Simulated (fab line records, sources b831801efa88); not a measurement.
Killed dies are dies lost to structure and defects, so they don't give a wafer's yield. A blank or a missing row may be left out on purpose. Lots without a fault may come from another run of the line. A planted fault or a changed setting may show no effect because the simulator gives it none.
fab line records | flow gf180mcu
record lots=14 wafers=42 last_day=34
route steps=602 shown LVPWELL@138 DUAL_GATE@154 POLY_GATE@158
lots that met no fault: from a run of the same line without faults
start_h: hours from the record's first day to the start of the lot's first wafer shown | wait_h: hours since the lot's step before | " the same as in the row above | L1.1+2: a row that stands for several wafers | - no value, or no start given | * or withheld: withheld | < > ~ a bound
route shown NAME@n: a module of which the file shows steps, and the number in the route of the first | usual: mean/standard deviation of fault-free wafers | same: alike in all rows | chamber/n: place in a boat | sites: the reading at each site | _std_site: their standard deviation | _edge_site: outer sites' mean less inner sites' | radius_mm: how far each site lies from the wafer's centre | mask NAME#n: copy n | behind: the tool/chamber that last shaped the wafer | hold: why the lot was held/for how many hours/how that ended | device: the transistor (n, p or np) that didn't switch | end of line: the same wafers' tests at the end of the route | a step without rows: its recipe alone | killed: dies lost to structure and defects at the first sort, not the wafer's yield | map: a wafer's dies, x killed, . not, _ none there
set.NAME: the setting as run; set.NAME@STEP: as run at that earlier step | model.NAME: the simulator's own value behind a step, which no gauge read
steps of the route over a sample of lots; a table a step, a row a wafer
services: from which hour (start_h, from the record's first day; less than 0 if before it) a tool's chamber was out of use, for how many hours, and why
## steps
# step GF_VT_IMPLANT_RS_MEAS_48
# recipe thk_meas_gauge=four-point-probe
# usual LVPWELL_RS=1197/3.6
# columns lot.wafer tool chamber start_h wait_h LVPWELL_RS[ohm/sq]
L897.4 film_metro-04 - 153.97 0.1 1190
L897.5 " - " " 1193
L897.6 " - " " 1193
L900.4 film_metro-03 - 187.83 0.1 1191
L900.5 " - " " 1191
L900.6 " - " " 1194
L902.2 film_metro-03 - 197.72 0.1 1200
L902.4 " - " " 1197
L902.5 " - " " 1198
L903.1 film_metro-04 - 211.76 0.1 1191
L903.3 " - " " 1193
L903.4 " - " " 1192
L905.2 film_metro-01 - 216.92 0.1 1197
L905.4 " - " " 1192
L905.5 " - " " 1193
L904.1 film_metro-04 - 217.99 0.1 1195
L904.4 " - " " 1195
L904.6 " - " " 1193
L906.3 film_metro-01 - 230.15 0.1 1196
L906.4 " - " " 1195
L906.5 " - " " 1200
L908.3 film_metro-01 - 237.10 0.1 1201
L908.4 " - " " 1203
L908.5 " - " " 1204
L909.1 film_metro-03 - 242.65 0.1 1194
L909.4 " - " " 1192
L909.5 " - " " 1195
L910.4 film_metro-01 - 246.11 0.1 1196
L910.5 " - " " 1196
L910.6 " - " " 1198
L911.1 film_metro-01 - 254.15 0.1 1205
L911.2 " - " " 1205
L911.4 " - " " 1205
L915.1 film_metro-01 - 280.25 0.1 1198
L915.4 " - " " 1197
L915.5 " - " " 1200
L918.1 film_metro-04 - 299.54 0.1 1192
L918.4 " - " " 1194
L918.6 " - " " 1194
L920.1 film_metro-04 - 312.79 0.1 1193
L920.2 " - " " 1193
L920.5 " - " " 1194
# step GF_DUAL_GATE_STRIP_13
# recipe chemistry=O2/N2 power_w=1400 pressure_mtorr=1500 platen_temp_c=250 o2_flow_sccm=3000 n2_flow_sccm=300 overash_fraction=0.5
# usual drypump_motor_current_A=5.8/0.56 heater_power_w=341/36 oes_product_au=0.715/0.0046 strip_time_to_endpoint_s=12.65/0.033
# columns lot.wafer tool chamber start_h wait_h drypump_motor_current_A heater_power_w oes_product_au rf_hours_counter_h strip_time_to_endpoint_s
L897.4 plasma_asher-02 0 171.60 0.0 5.4 341 0.717 - 12.62
L897.5 " 0 " " 5.4 341 0.719 - 12.61
L897.6 " 1 " " 6.8 389 0.721 - 12.62
L900.4 plasma_asher-02 1 206.27 0.0 6.7 392 0.719 - 12.62
L900.5 " 1 " " 6.8 382 0.709 - 12.69
L900.6 " 0 " " 5.4 342 0.708 - 12.66
L902.2 plasma_asher-04 1 216.49 0.0 5.2 308 0.718 53 12.65
L902.4 " 0 " " 5.2 310 0.708 - 12.63
L902.5 " 0 " " 5.2 311 0.724 - 12.63
L903.1 plasma_asher-01 1 230.67 0.0 6.1 365 0.720 40 12.59
L903.3 " 1 " " 6.1 371 0.719 - 12.62
L903.4 " 0 " " 5.6 288 0.705 - 12.56
L904.1 plasma_asher-04 1 240.42 0.0 5.2 313 0.718 56 12.60
L904.4 " 1 " " 5.2 297 0.719 - 12.61
L904.6 " 0 " " 5.2 311 0.715 - 12.64
L905.2 plasma_asher-01 1 240.47 0.0 6.1 371 0.723 41 12.64
L905.4 " 0 " " 5.6 301 0.718 - 12.65
L905.5 " 1 " " 6.1 361 0.712 - 12.64
L906.3 plasma_asher-01 1 250.17 0.0 6.1 364 0.715 - 12.59
L906.4 " 0 " " 5.6 286 0.710 - 12.62
L906.5 " 0 " " 5.6 295 0.717 - 12.56
L908.3 plasma_asher-02 1 257.45 0.0 6.8 393 0.719 - 12.62
L908.4 " 0 " " 5.4 341 0.721 - 12.66
L908.5 " 1 " " 6.8 395 0.714 - 12.68
L909.1 plasma_asher-02 0 263.94 0.0 5.4 346 0.715 64 12.72
L909.4 " 0 " " 5.4 343 0.715 - 12.66
L909.5 " 1 " " 6.8 386 0.713 - 12.69
L910.4 plasma_asher-01 1 266.45 0.0 6.1 367 0.718 - 12.63
L910.5 " 0 " " 5.6 299 0.717 - 12.68
L910.6 " 1 " " 6.1 370 0.711 - 12.66
L911.1 plasma_asher-02 1 274.42 0.0 6.8 389 0.713 65 12.67
L911.2 " 0 " " 5.4 339 0.719 65 12.68
L911.4 " 1 " " 6.7 382 0.717 - 12.68
L915.1 plasma_asher-02 0 303.08 0.0 5.4 342 0.714 68 12.70
L915.4 " 0 " " 5.4 360 0.711 - 12.65
L915.5 " 0 " " 5.4 347 0.715 - 12.68
L918.1 plasma_asher-02 1 321.77 0.0 6.7 393 0.709 70 12.62
L918.4 " 0 " " 5.4 340 0.714 - 12.63
L918.6 " 1 " " 6.7 383 0.706 - 12.66
L920.1 plasma_asher-02 1 337.08 0.0 6.8 390 0.715 71 12.62
L920.2 " 0 " " 5.4 348 0.707 71 12.61
L920.5 " 0 " " 5.4 347 0.723 - 12.62
# step GF_POLY_GATE_THK_MEAS_01
# recipe reads=poly-Si_of_POLY_GATE_CVD_00
# usual POLY_GATE_CVD_00_THK=200.4/2
# columns lot.wafer tool chamber start_h wait_h POLY_GATE_CVD_00_THK[nm]
L897.4 film_metro-02 - 174.92 0.0 201.2
L897.5 " - " " 199.4
L897.6 " - " " 199.0
L900.4 film_metro-03 - 209.92 0.0 197.8
L900.5 " - " " 196.1
L900.6 " - " " 195.6
L902.2 film_metro-01 - 224.08 0.0 201.1
L902.4 " - " " 202.0
L902.5 " - " " 202.3
L903.1 film_metro-03 - 234.40 0.0 200.6
L903.3 " - " " 201.4
L903.4 " - " " 200.9
L904.1 film_metro-02 - 243.80 0.0 202.3
L904.4 " - " " 202.8
L904.6 " - " " 201.7
L905.2 film_metro-01 - 243.81 0.0 199.6
L905.4 " - " " 198.2
L905.5 " - " " 196.7
L906.3 film_metro-02 - 253.19 0.0 200.6
L906.4 " - " " 201.6
L906.5 " - " " 203.9
L908.3 film_metro-03 - 260.47 0.0 198.3
L908.4 " - " " 198.5
L908.5 " - " " 201.0
L909.1 film_metro-01 - 267.94 0.0 203.8
L909.4 " - " " 203.8
L909.5 " - " " 204.5
L910.4 film_metro-01 - 270.03 0.0 201.3
L910.5 " - " " 200.5
L910.6 " - " " 201.8
L911.1 film_metro-03 - 278.14 0.0 201.0
L911.2 " - " " 199.7
L911.4 " - " " 200.7
L915.1 film_metro-03 - 306.78 0.0 201.9
L915.4 " - " " 202.9
L915.5 " - " " 201.5
L918.1 film_metro-03 - 324.80 0.0 201.7
L918.4 " - " " 199.2
L918.6 " - " " 198.5
L920.1 film_metro-02 - 340.60 0.0 199.7
L920.2 " - " " 199.1
L920.5 " - " " 199.0
# step GF_POLY_GATE_EXPOSE_07
# recipe mask_id=Poly2 target_cd_nm=280 na=0.68 source_shape=conventional sigma_outer=0.6 dose_mj=28
# usual exposure_dose_mJ_cm2=28.006/0.027 focus_offset_nm=0.0/0.53 reticle_temp_C=22.98/0.1
# columns lot.wafer tool chamber start_h wait_h mask exposure_dose_mJ_cm2 focus_offset_nm reticle_temp_C
L897.4 krf_scanner-01 0 183.15 - Poly2#0 28.032 1.1 23.00
L897.5 " 0 " " Poly2#0 27.987 0.4 22.81
L897.6 " 0 " " Poly2#0 28.020 0.2 22.88
L900.4 krf_scanner-02 0 218.48 - Poly2#0 27.949 0.3 23.06
L900.5 " 0 " " Poly2#0 27.931 1.1 22.93
L900.6 " 0 " " Poly2#0 27.961 0.6 22.96
L902.2 krf_scanner-02 0 233.02 - Poly2#0 27.995 -0.9 22.87
L902.4 " 0 " " Poly2#0 27.992 0.4 22.92
L902.5 " 0 " " Poly2#0 28.013 0.5 22.80
L903.1 krf_scanner-02 0 243.97 - Poly2#0 28.010 1.3 23.11
L903.3 " 0 " " Poly2#0 28.020 -0.6 23.07
L903.4 " 0 " " Poly2#0 28.032 0.4 23.06
L905.2 krf_scanner-02 0 252.99 - Poly2#0 28.026 1.3 23.02
L905.4 " 0 " " Poly2#0 28.005 0.2 22.85
L905.5 " 0 " " Poly2#0 27.998 0.6 22.86
L904.1 krf_scanner-01 0 253.23 - Poly2#0 27.994 -0.4 22.85
L904.4 " 0 " " Poly2#0 27.981 0.5 22.83
L904.6 " 0 " " Poly2#0 27.997 -0.1 22.78
L906.3 krf_scanner-02 0 263.38 - Poly2#0 27.973 -0.9 23.00
L906.4 " 0 " " Poly2#0 27.999 0.2 22.93
L906.5 " 0 " " Poly2#0 27.992 0.4 22.88
L908.3 krf_scanner-01 0 270.14 - Poly2#0 28.024 0.0 23.05
L908.4 " 0 " " Poly2#0 28.013 0.3 23.01
L908.5 " 0 " " Poly2#0 28.032 0.4 23.11
L909.1 krf_scanner-01 - 277.56 - Poly2#0 - - -
L909.4 " - " " Poly2#0 - - -
L909.5 " - " " Poly2#0 - - -
L910.4 krf_scanner-01 - 280.16 - Poly2#0 - - -
L910.5 " - " " Poly2#0 - - -
L910.6 " - " " Poly2#0 - - -
L911.1 krf_scanner-02 0 287.87 - Poly2#0 28.012 -0.6 23.09
L911.2 " 0 " " Poly2#0 28.038 0.6 22.96
L911.4 " 0 " " Poly2#0 28.042 0.1 22.92
L915.1 krf_scanner-02 0 317.17 - Poly2#0 27.992 -0.5 22.96
L915.4 " 0 " " Poly2#0 28.002 0.9 22.97
L915.5 " 0 " " Poly2#0 28.011 0.1 23.06
L918.1 krf_scanner-01 0 335.55 - Poly2#0 27.999 0.2 23.00
L918.4 " 0 " " Poly2#0 28.017 -0.4 23.06
L918.6 " 0 " " Poly2#0 28.024 -0.5 23.07
L920.1 krf_scanner-02 0 351.56 - Poly2#0 27.995 -0.2 22.79
L920.2 " 0 " " Poly2#0 27.998 0.3 22.80
L920.5 " 0 " " Poly2#0 28.021 -0.3 22.79
## services
# columns tool chamber start_h hours kind
krf_scanner-02 - 148.81 3.6 pm
krf_scanner-01 - 156.18 2.9 repair
krf_scanner-02 - 160.21 1.0 pm
krf_scanner-01 - 169.14 0.3 repair
krf_scanner-01 - 215.88 1.9 repair
plasma_asher-01 - 245.61 0.8 repair
plasma_asher-04 - 246.49 1.4 repair
krf_scanner-02 - 253.92 4.0 pm
krf_scanner-02 - 266.76 4.4 pm
krf_scanner-02 - 275.34 0.8 pm
krf_scanner-01 - 276.09 1.0 pm
krf_scanner-01 - 277.68 1.3 pm
krf_scanner-02 - 283.87 0.5 repair
krf_scanner-02 - 285.66 0.4 repair
krf_scanner-02 - 295.08 1.3 pm
krf_scanner-01 - 298.34 0.8 pm
plasma_asher-01 - 303.24 0.7 repair
krf_scanner-02 - 323.95 0.7 repair
krf_scanner-02 - 329.21 1.0 pm
## key
first_sign step=GF_POLY_GATE_EXPOSE_07 reading=tool_record direction=missing
effect none on later readings
met_at GF_POLY_GATE_EXPOSE_07
struck_lots L909,L910
later_rows_left_out L909.1,L909.4,L909.5,L910.4,L910.5,L910.6
sort_left_out L909.1,L909.4,L909.5,L910.4,L910.5,L910.6
tester_left_out L909,L910
not_acting_at GF_VT_IMPLANT_RS_MEAS_48,GF_DUAL_GATE_STRIP_13,GF_POLY_GATE_THK_MEAS_01
onset_between 270.14 277.56
fault kind=skipped_step_whole tool=krf_scanner-01 chamber=- onset_h=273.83 steps=GF_POLY_GATE_EXPOSE_07 scope=struck_lots_only
# tester_left_out: of these lots the tester's yield and bins aren't shown, on N5 and GAA mostly nor the transistor test; their killed dies are dies lost to structure and defects alone, not to doping, threshold or leakage, so they don't give the yield
# sort_left_out: the simulated sort isn't trusted on such a fault, so these wafers' sort isn't shown, and their yield isn't known
# later_rows_left_out: the simulator's readings of these wafers behind a module that went badly wrong aren't trusted and aren't shown, but for the sort
